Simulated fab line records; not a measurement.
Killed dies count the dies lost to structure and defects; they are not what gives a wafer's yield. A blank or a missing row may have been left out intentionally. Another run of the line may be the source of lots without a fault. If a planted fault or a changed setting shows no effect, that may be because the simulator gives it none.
fab line records -- flow gf180mcu -- part 2 of 2: steps 35 to 44 of 44
[record] lots = 5, wafers = 15, lastDay = 34
route steps=602 shown VT_IMPLANT@97 MVSD@136 NWELL@137 LVPWELL@138 MVPSD@139
lots untouched by any fault: they come from a run of this same line in which no faults occurred
startH: hours from the record's first day to the start of the lot's first wafer shown -- waitH: hours elapsed since this lot's preceding step -- " unchanged from the row above -- L1.1+2: one row covering several wafers at once -- - either no value or no given start -- * or withheld: withheld -- < > ~ a bound
route shown NAME@n: a module of which the file shows steps, and the number in the route of the first -- usual: the fault-free wafers' mean and standard deviation -- same: alike in all rows -- chamber/n: place in a boat -- sites: readings site by site -- _std_site: their standard deviation -- _edge_site: the outer-site mean with the inner-site mean subtracted -- radiusMm: for every site, how far away it sits from the centre of the wafer -- mask NAME#n: copy n -- behind: the last tool/chamber to shape the wafer -- hold: cause of the lot's hold/its duration in hours/its outcome -- device: names the non-switching transistor (n, p or np) -- end of line: the route-end tests of the same wafers -- a step given without rows: its recipe and nothing more -- killed: the dies lost at the first sort to structure and to defects; this is not the yield of the wafer -- map: the dies of a wafer, with x for killed, . for not killed, _ for no die there
set.NAME: the setting that was run; set.NAME@STEP: the one run at that earlier step -- model.NAME: the simulator's own value behind a step, which no gauge read
a table for each step, a row for each wafer; lots at some steps of the route
services: from which hour (startH, from the record's first day; less than 0 if before it) a tool's chamber was out of use, for how many hours, and why
[[steps]]
[step GF_VT_IMPLANT_IMPLANT_41]
[recipe] species = As, energyKev = 70, doseCm2 = 1.013e+12, tiltDeg = 7
[usual] tiltDeg = 7.004/0.02
lot.wafer,tool,chamber,startH,waitH,tiltDeg
L074.4,implanter-02,0,138.04,0.1,7.002
L074.5,implanter-02,0,138.04,0.1,7.004
L074.6,implanter-02,0,138.04,0.1,7.011
L075.4,implanter-03,0,144.85,0.1,6.986
L075.5,implanter-03,0,144.85,0.1,7.009
L075.6,implanter-03,0,144.85,0.1,7.011
L076.1,implanter-03,0,156.67,0.0,7.007
L076.3,implanter-03,0,156.67,0.0,7.013
L076.6,implanter-03,0,156.67,0.0,6.998
L079.1,implanter-02,0,173.56,0.0,6.984
L079.3,implanter-02,0,173.56,0.0,6.978
L079.4,implanter-02,0,173.56,0.0,6.988
L097.1,implanter-01,0,315.82,0.0,7.017
L097.3,implanter-01,0,315.82,0.0,6.988
L097.5,implanter-01,0,315.82,0.0,6.983
[step GF_VT_IMPLANT_STRIP_42]
[recipe] chemistry = O2/N2, powerW = 1400, pressureMtorr = 1500, platenTempC = 250, o2FlowSccm = 3000, n2FlowSccm = 300, overashFraction = 0.5
[usual] drypumpMotorCurrentA = 5.75/0.3, heaterPowerW = 299/33, oesProductAu = 0.716/0.0039, stripTimeToEndpointS = 12.65/0.033
lot.wafer,tool,chamber,startH,waitH,drypumpMotorCurrentA,heaterPowerW,oesProductAu,rfHoursCounterH,stripTimeToEndpointS
L074.4,plasmaAsher-02,1,138.14,0.1,6.12,325,0.717,-,12.61
L074.5,plasmaAsher-02,1,138.14,0.1,6.14,328,0.717,-,12.62
L074.6,plasmaAsher-02,0,138.14,0.1,5.90,304,0.714,-,12.67
L075.4,plasmaAsher-02,1,144.96,0.1,6.12,332,0.717,-,12.70
L075.5,plasmaAsher-02,1,144.96,0.1,6.12,338,0.709,-,12.69
L075.6,plasmaAsher-02,0,144.96,0.1,5.84,310,0.713,-,12.66
L076.1,plasmaAsher-01,1,156.82,0.1,6.00,308,0.718,4,12.66
L076.3,plasmaAsher-01,0,156.82,0.1,5.42,344,0.711,-,12.59
L076.6,plasmaAsher-01,0,156.82,0.1,5.37,347,0.719,-,12.66
L079.1,plasmaAsher-03,1,173.72,0.1,5.38,258,0.718,27,12.61
L079.3,plasmaAsher-03,1,173.72,0.1,5.34,257,0.716,-,12.61
L079.4,plasmaAsher-03,0,173.72,0.1,5.85,264,0.717,-,12.60
L097.1,plasmaAsher-02,0,315.97,0.1,5.88,304,0.718,76,12.64
L097.3,plasmaAsher-02,0,315.97,0.1,5.91,305,0.718,-,12.59
L097.5,plasmaAsher-02,1,315.97,0.1,6.12,334,0.716,-,12.62
[step GF_VT_IMPLANT_TW_MEAS_43]
[usual] VT_IMPLANT_4_TW = 686/5.5
lot.wafer,tool,chamber,startH,waitH,VT_IMPLANT_4_TW
L074.4,filmMetro-02,-,138.24,0.1,678
L074.5,filmMetro-02,-,138.24,0.1,685
L074.6,filmMetro-02,-,138.24,0.1,679
L075.4,filmMetro-02,-,145.05,0.1,686
L075.5,filmMetro-02,-,145.05,0.1,683
L075.6,filmMetro-02,-,145.05,0.1,687
L076.1,filmMetro-02,-,156.92,0.1,683
L076.3,filmMetro-02,-,156.92,0.1,687
L076.6,filmMetro-02,-,156.92,0.1,685
L079.1,filmMetro-02,-,173.82,0.1,686
L079.3,filmMetro-02,-,173.82,0.1,682
L079.4,filmMetro-02,-,173.82,0.1,683
L097.1,filmMetro-02,-,316.07,0.1,680
L097.3,filmMetro-02,-,316.07,0.1,679
L097.5,filmMetro-02,-,316.07,0.1,682
[step GF_VT_IMPLANT_CLEAN_44]
[recipe] chemistry = SC1/SC2, mix = 1:4:20, tempC = 70, timeS = 150, dry = n2Spin
lot.wafer,tool,chamber,startH,waitH
L074.4+5+6,wetBench-03,1,138.27,0.0
L075.4+5+6,wetBench-03,0,145.08,0.0
L076.1+3+6,wetBench-04,3,156.98,0.1
L079.1+3+4,wetBench-03,2,173.98,0.2
L097.1+3+5,wetBench-02,1,316.13,0.1
[step GF_VT_IMPLANT_RTA_45]
[recipe] tempC = 1050, timeS = 30, ambient = N2
[usual] annealTempCMax = 1057.7/1.6, lampPowerPct = 35/4.8, wafer_temp_C_max = 1054.5/0.96
lot.wafer,tool,chamber,startH,waitH,annealTempCMax,lampPowerPct,wafer_temp_C_max
L074.4,rtpAnneal-01,0,138.44,0.1,1053.8,41,1056.3
L074.5,rtpAnneal-01,0,138.44,0.1,1056.4,41,1055.0
L074.6,rtpAnneal-01,0,138.44,0.1,1057.5,41,1053.9
L075.4,rtpAnneal-01,0,145.19,0.1,1056.1,41,1055.7
L075.5,rtpAnneal-01,0,145.19,0.1,1058.4,41,1054.5
L075.6,rtpAnneal-01,0,145.19,0.1,1057.4,41,1053.6
L076.1,rtpAnneal-02,0,157.04,0.0,1059.8,31,1054.2
L076.3,rtpAnneal-02,0,157.04,0.0,1057.0,31,1053.5
L076.6,rtpAnneal-02,0,157.04,0.0,1058.2,31,1054.2
L079.1,rtpAnneal-02,0,174.04,0.0,1057.3,31,1056.3
L079.3,rtpAnneal-02,0,174.04,0.0,1058.5,31,1053.4
L079.4,rtpAnneal-02,0,174.04,0.0,1058.0,31,1054.6
L097.1,rtpAnneal-02,0,316.18,0.0,1056.8,31,1053.1
L097.3,rtpAnneal-02,0,316.18,0.0,1058.3,31,1054.2
L097.5,rtpAnneal-02,0,316.18,0.0,1059.3,31,1052.6
[step GF_VT_IMPLANT_RS_MEAS_46]
[recipe] thkMeasGauge = four-point-probe
[usual] MVSD_RS = 456.8/0.98
lot.wafer,tool,chamber,startH,waitH,MVSD_RS[ohm/sq]
L074.4,filmMetro-04,-,138.55,0.1,455.7
L074.5,filmMetro-04,-,138.55,0.1,456.6
L074.6,filmMetro-04,-,138.55,0.1,455.4
L075.4,filmMetro-03,-,145.30,0.1,456.2
L075.5,filmMetro-03,-,145.30,0.1,457.8
L075.6,filmMetro-03,-,145.30,0.1,456.8
L076.1,filmMetro-04,-,157.14,0.1,457.9
L076.3,filmMetro-04,-,157.14,0.1,458.3
L076.6,filmMetro-04,-,157.14,0.1,458.5
L079.1,filmMetro-03,-,174.14,0.1,458.0
L079.3,filmMetro-03,-,174.14,0.1,458.4
L079.4,filmMetro-03,-,174.14,0.1,457.2
L097.1,filmMetro-04,-,316.28,0.1,457.2
L097.3,filmMetro-04,-,316.28,0.1,455.7
L097.5,filmMetro-04,-,316.28,0.1,456.5
[step GF_VT_IMPLANT_RS_MEAS_47]
[recipe] thkMeasGauge = four-point-probe
[usual] NWELL_RS = 487.2/1.1
lot.wafer,tool,chamber,startH,waitH,NWELL_RS[ohm/sq]
L074.4,filmMetro-04,-,138.67,0.1,488.1
L074.5,filmMetro-04,-,138.67,0.1,487.8
L074.6,filmMetro-04,-,138.67,0.1,488.4
L075.4,filmMetro-03,-,145.42,0.1,486.1
L075.5,filmMetro-03,-,145.42,0.1,487.2
L075.6,filmMetro-03,-,145.42,0.1,488.1
L076.1,filmMetro-04,-,157.26,0.1,488.5
L076.3,filmMetro-04,-,157.26,0.1,487.4
L076.6,filmMetro-04,-,157.26,0.1,487.5
L079.1,filmMetro-03,-,174.26,0.1,489.2
L079.3,filmMetro-03,-,174.26,0.1,488.4
L079.4,filmMetro-03,-,174.26,0.1,487.5
L097.1,filmMetro-04,-,316.40,0.1,486.6
L097.3,filmMetro-04,-,316.40,0.1,486.9
L097.5,filmMetro-04,-,316.40,0.1,484.8
[step GF_VT_IMPLANT_RS_MEAS_48]
[recipe] thkMeasGauge = four-point-probe
[usual] LVPWELL_RS = 1195.4/2.8
lot.wafer,tool,chamber,startH,waitH,LVPWELL_RS[ohm/sq]
L074.4,filmMetro-04,-,138.79,0.1,1196.4
L074.5,filmMetro-04,-,138.79,0.1,1194.0
L074.6,filmMetro-04,-,138.79,0.1,1194.4
L075.4,filmMetro-03,-,145.54,0.1,1196.1
L075.5,filmMetro-03,-,145.54,0.1,1196.0
L075.6,filmMetro-03,-,145.54,0.1,1193.8
L076.1,filmMetro-04,-,157.38,0.1,1199.1
L076.3,filmMetro-04,-,157.38,0.1,1194.3
L076.6,filmMetro-04,-,157.38,0.1,1194.2
L079.1,filmMetro-03,-,174.38,0.1,1195.6
L079.3,filmMetro-03,-,174.38,0.1,1197.7
L079.4,filmMetro-03,-,174.38,0.1,1194.3
L097.1,filmMetro-04,-,316.52,0.1,1196.7
L097.3,filmMetro-04,-,316.52,0.1,1194.7
L097.5,filmMetro-04,-,316.52,0.1,1198.3
[step GF_VT_IMPLANT_RS_MEAS_49]
[recipe] thkMeasGauge = four-point-probe
[usual] MVPSD_RS = 1166.9/2.4
lot.wafer,tool,chamber,startH,waitH,MVPSD_RS[ohm/sq]
L074.4,filmMetro-04,-,138.91,0.1,1165.4
L074.5,filmMetro-04,-,138.91,0.1,1171.4
L074.6,filmMetro-04,-,138.91,0.1,1167.8
L075.4,filmMetro-03,-,145.66,0.1,1162.1
L075.5,filmMetro-03,-,145.66,0.1,1165.9
L075.6,filmMetro-03,-,145.66,0.1,1165.0
L076.1,filmMetro-04,-,157.50,0.1,1167.3
L076.3,filmMetro-04,-,157.50,0.1,1165.4
L076.6,filmMetro-04,-,157.50,0.1,1167.5
L079.1,filmMetro-03,-,174.50,0.1,1161.9
L079.3,filmMetro-03,-,174.50,0.1,1165.6
L079.4,filmMetro-03,-,174.50,0.1,1163.8
L097.1,filmMetro-04,-,316.64,0.1,1168.2
L097.3,filmMetro-04,-,316.64,0.1,1164.9
L097.5,filmMetro-04,-,316.64,0.1,1167.2
[step GF_VT_IMPLANT_WET_ETCH_50]
[recipe] chemistry = dHF, targetDepthNm = 20, target = SiO2, tempC = 25, dilution = 100:1, timeS = 400
lot.wafer,tool,chamber,startH,waitH
L074.4+5+6,wetBench-02,0,138.97,0.0
L075.4+5+6,wetBench-04,3,145.72,0.0
L076.1+3+6,wetBench-03,0,157.62,0.1
L079.1+3+4,wetBench-04,2,174.62,0.1
L097.1+3+5,wetBench-04,2,316.76,0.1
[[services]]
tool,chamber,startH,hours,kind
ilineStepper-01,-,73.50,1.7,pm
implanter-02,-,73.85,3.1,repair
implanter-02,-,74.91,2.2,repair
implanter-01,-,83.36,12.2,pm
implanter-03,-,94.15,3.1,repair
plasmaAsher-01,-,108.75,9.0,pm
wetBench-02,-,119.72,2.1,repair
implanter-03,-,135.67,6.0,pm
ilineStepper-02,-,166.89,0.8,repair
plasmaAsher-01,-,171.73,3.5,repair
plasmaAsher-01,-,174.44,0.9,repair
implanter-01,-,174.96,4.8,repair
plasmaAsher-03,-,184.06,10.7,repair
implanter-02,-,186.69,2.5,repair
implanter-01,-,190.88,3.4,pm
wetBench-04,-,204.69,4.6,repair
plasmaAsher-03,-,206.08,2.8,pm
implanter-01,-,225.92,8.5,repair
plasmaAsher-02,-,260.49,0.5,repair
implanter-02,-,264.26,92.6,pm
wetBench-02,-,287.06,4.4,pm
ilineStepper-02,-,287.18,1.7,pm
plasmaAsher-02,-,289.53,2.8,pm
implanter-03,-,306.49,2.4,repair
